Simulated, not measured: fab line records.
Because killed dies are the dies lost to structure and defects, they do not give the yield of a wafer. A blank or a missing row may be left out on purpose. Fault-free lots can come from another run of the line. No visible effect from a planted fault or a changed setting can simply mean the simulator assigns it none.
The same fault as seen by 2 desks || flow gf180mcu || each desk has only its own numbers; what lay behind them comes last

AT THE METROLOGY DESK
What the gauges read for every lot (on any tool): the sampled wafers with a number, averaged. A lot is out of limits, marked OUT, if its mean lies more than 4 standard deviations from the usual mean; the brackets give that distance.
Columns: A = M1_ALCU_THK at GF_M1_THK_MEAS_06, usual 443 nm
{"lot": "L465", "first seen here": "day 16 13:26", "A": 442}
{"lot": "L466", "first seen here": "day 17 00:25", "A": 450}
{"lot": "L467", "first seen here": "day 17 12:44", "A": 445}
{"lot": "L468", "first seen here": "day 17 17:24", "A": 441}
{"lot": "L469", "first seen here": "day 18 07:13", "A": 450}
{"lot": "L470", "first seen here": "day 18 17:15", "A": 440}
{"lot": "L472", "first seen here": "day 19 05:22", "A": 435}
{"lot": "L473", "first seen here": "day 19 17:02", "A": 453}
{"lot": "L474", "first seen here": "day 20 02:56", "A": 448}
{"lot": "L479", "first seen here": "day 21 19:22", "A": 442}
{"lot": "L480", "first seen here": "day 21 23:56", "A": 440}
{"lot": "L486", "first seen here": "day 24 04:28", "A": 444}
{"lot": "L487", "first seen here": "day 24 04:50", "A": 441}
This desk's finding: nothing out of limits on any of the 13 lots.

THE TOOL OWNER'S DESK: pecvd-02
The tool's own readings at GF_V1_CVD_02 (deposits SiO2 from TEOS, target thk 850 nm, time 94.851 s): means of the sampled wafers that have a number, for each lot that ran on this tool. A lot is out of limits, marked OUT, if its mean lies more than 4 standard deviations from the usual mean; the brackets give that distance.
Columns: A = heaterPowerW at GF_V1_CVD_02, usual 699 W; B = rfFwdPowerW at GF_V1_CVD_02, usual 596.3 W; C = runLengthS at GF_V1_CVD_02, usual 122.7 s
{"lot": "L465", "first seen here": "day 17 13:28", "A": 814, "B": 599.1, "C": 122.0}
{"lot": "L466", "first seen here": "day 17 23:47", "A": 870, "B": 595.8, "C": 122.6}
{"lot": "L468", "first seen here": "day 18 17:56", "A": 727, "B": 598.0, "C": 123.1}
{"lot": "L470", "first seen here": "day 19 17:57", "A": 767, "B": 597.9, "C": 122.7}
{"lot": "L474", "first seen here": "day 21 03:45", "A": 702, "B": 593.9, "C": 123.1}
{"lot": "L479", "first seen here": "day 22 19:33", "A": 768, "B": 596.8, "C": "124.7 (+4.1) OUT"}
{"lot": "L480", "first seen here": "day 22 23:44", "A": 814, "B": 595.6, "C": "125.0 (+4.6) OUT"}
This desk finds L479, L480 out of limits, L479 being first, at day 22 19:33 (runLengthS at GF_V1_CVD_02). L465, L466, L468, L470, L474: within limits.

PUT TOGETHER
The tool owner's desk had the chance to raise an alarm at day 22 19:33 on L479, L480.
Metrology desk: nothing out of limits seen.
The metrology desk holds a record of L479, L480, inside its limits.
The lots listed all ran GF_V1_CVD_02 on pecvd-02.

WHAT THE SIMULATOR HAD INSERTED
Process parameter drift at GF_V1_CVD_02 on pecvd-02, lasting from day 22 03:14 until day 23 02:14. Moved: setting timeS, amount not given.
Struck lots among those shown: L479, L480.
Time in hours from fault onset to the first out-of-limits reading at each desk: the tool owner's desk, 16.
